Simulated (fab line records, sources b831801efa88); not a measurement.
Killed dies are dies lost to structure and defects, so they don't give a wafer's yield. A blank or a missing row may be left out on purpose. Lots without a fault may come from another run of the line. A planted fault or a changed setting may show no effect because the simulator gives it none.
Which tool did it? | flow gf180mcu | 13 lots, 36 wafers sampled, at 4 steps of a route of 602

WHAT THE GAUGES READ, wafer by wafer
GF_PSD_RS_MEAS_14: measures by four-point-probe.
lot  | measured     | on            | NSD_RS (ohm/sq)
L300 | day 14 17:01 | film_metro-02 | 46.26 46.15 46.12
L301 | day 14 22:14 | film_metro-04 | 46.27 46.31 46.31
L302 | day 15 17:28 | film_metro-04 | 46.12 45.99 46.14
L303 | day 15 22:07 | film_metro-02 | 46.41 46.16 46.21
L305 | day 16 11:29 | film_metro-03 | 45.97 45.97 46.07
L306 | day 16 18:21 | film_metro-04 | 46.10 46.07 46.08
L307 | day 17 05:04 | film_metro-04 | 46.26 46.25 46.24
L308 | day 17 14:01 | film_metro-02 | 46.16 46.24 46.34
L310 | day 18 10:11 | film_metro-02 | 46.29 46.19 46.15
L315 | day 20 04:28 | film_metro-03 | 46.15 46.03
L316 | day 20 08:19 | film_metro-04 | 46.25 46.24
L318 | day 21 00:28 | film_metro-03 | 46.04 46.01
L323 | day 22 13:16 | film_metro-04 | 46.13 46.12 46.18

GF_SALICIDE_RS_MEAS_04: measures by four-point-probe.
lot  | measured     | on            | SALICIDE_TIN_RS (ohm/sq)
L300 | day 15 16:19 | film_metro-01 | 16.44 16.19 16.53
L301 | day 15 21:14 | film_metro-02 | 16.50 16.56 16.52
L302 | day 16 17:37 | film_metro-02 | 16.55 16.50 16.48
L303 | day 16 22:02 | film_metro-04 | 16.12 15.72 15.75
L305 | day 17 11:15 | film_metro-04 | 16.00 16.04 16.14
L306 | day 17 18:15 | film_metro-01 | 16.59 16.60 16.46
L307 | day 18 04:46 | film_metro-02 | 16.66 16.56 16.58
L308 | day 18 14:07 | film_metro-04 | 16.52 16.67 16.71
L310 | day 19 10:54 | film_metro-02 | 16.03 15.94 16.10
L315 | day 21 05:39 | film_metro-01 | 14.27 16.04
L316 | day 21 09:47 | film_metro-01 | 14.52 14.53
L318 | day 22 01:08 | film_metro-02 | 14.91 16.55
L323 | day 23 12:55 | film_metro-01 | 16.22 16.51 16.45

GF_SALICIDE_THK_MEAS_05: measures by xrf.
lot  | measured     | on            | SALICIDE_TIN_THK (nm)
L300 | day 15 16:25 | film_metro-01 | 20.13 19.97 20.01
L301 | day 15 21:22 | film_metro-02 | 19.54 19.66 19.53
L302 | day 16 17:42 | film_metro-02 | 19.71 19.81 19.92
L303 | day 16 22:09 | film_metro-04 | 20.02 20.02 19.98
L305 | day 17 11:22 | film_metro-04 | 20.12 20.02 20.12
L306 | day 17 18:20 | film_metro-01 | 19.53 19.72 19.62
L307 | day 18 04:53 | film_metro-02 | 19.97 20.01 20.02
L308 | day 18 14:14 | film_metro-04 | 19.68 19.48 19.60
L310 | day 19 11:01 | film_metro-02 | 19.34 19.58 19.47
L315 | day 21 05:46 | film_metro-01 | 26.08 19.99
L316 | day 21 09:53 | film_metro-01 | 26.09 25.93
L318 | day 22 01:14 | film_metro-02 | 25.98 19.62
L323 | day 23 13:02 | film_metro-01 | 19.81 19.88 20.08

WHICH TOOL RAN EACH LOT (tool, then ch and the chambers of the sampled wafers, then the start)
lot  | GF_SALICIDE_SPUTTER_03
L300 | pvd_sputter-01, day 15 16:16
L301 | pvd_sputter-02, day 15 21:13
L302 | pvd_sputter-01, day 16 17:32
L303 | pvd_sputter-01, day 16 22:00
L305 | pvd_sputter-03, day 17 11:13
L306 | pvd_sputter-01, day 17 18:10
L307 | pvd_sputter-03, day 18 04:44
L308 | pvd_sputter-03, day 18 14:05
L310 | pvd_sputter-02, day 19 10:52
L315 | pvd_sputter-01, day 21 05:37
L316 | pvd_sputter-01, day 21 09:44
L318 | pvd_sputter-01, day 22 01:03
L323 | pvd_sputter-02, day 23 12:52
- GF_SALICIDE_SPUTTER_03: material TiN, target thk 20 nm, time 16.7 s.

WHAT THE TOOLS THEMSELVES READ (means of the sampled wafers that have a number; where no wafer has one, the mark that the record gives instead)
GF_SALICIDE_SPUTTER_03.
lot  | tool           | throttle_valve_pct (%)
L300 | pvd_sputter-01 | 30.6
L301 | pvd_sputter-02 | 29.7
L302 | pvd_sputter-01 | 30.1
L303 | pvd_sputter-01 | 30.0
L305 | pvd_sputter-03 | 31.4
L306 | pvd_sputter-01 | 30.3
L307 | pvd_sputter-03 | 30.7
L308 | pvd_sputter-03 | 31.9
L310 | pvd_sputter-02 | 29.4
L315 | pvd_sputter-01 | 30.4
L316 | pvd_sputter-01 | 30.2
L318 | pvd_sputter-01 | 30.1
L323 | pvd_sputter-02 | 29.7

THE ANSWER, worked out from the rows above alone
Rule: what is usual is taken from the lots themselves. Put in order of their means at a reading, lots are off if they are a third of the lots or fewer, leave a main group of 4 or more, and stand apart from it by a gap of 3 or more times the standard deviation of the main group's means; of several such gaps the widest counts. A main group whose means are all the same, to the digits that the tables above print for the reading, isn't used. A lot without any number at a reading at which 4 lots or more have one is off too. The other lots that the step has rows for count as sound. The gauges are gone through in route order, then the tools' own readings, and for those a lot's mean is taken as printed above. The first step at which some lot is off is used, and at that step the reading that is off furthest; a lot without a number counts as furthest.
Off: L315, L316, L318, at GF_SALICIDE_THK_MEAS_05 (SALICIDE_TIN_THK). The main group: mean 19.81 nm, standard deviation 0.22.
A tool fits if, at a process step before that reading, it ran every lot that is off, and no sound lot after the first of them. The gauges at GF_SALICIDE_THK_MEAS_05 are tried like those tools. One fits: pvd_sputter-01 at GF_SALICIDE_SPUTTER_03. Its last sound lot is L306 (day 17 18:10), its first lot that is off L315 (day 21 05:37): a fault that began between those two fits.

WHAT THE SIMULATOR HAD PUT IN
Process parameter drift: pvd_sputter-01, from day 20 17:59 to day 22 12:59, at GF_SALICIDE_SPUTTER_03. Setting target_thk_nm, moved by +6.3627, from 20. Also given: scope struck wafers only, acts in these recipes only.
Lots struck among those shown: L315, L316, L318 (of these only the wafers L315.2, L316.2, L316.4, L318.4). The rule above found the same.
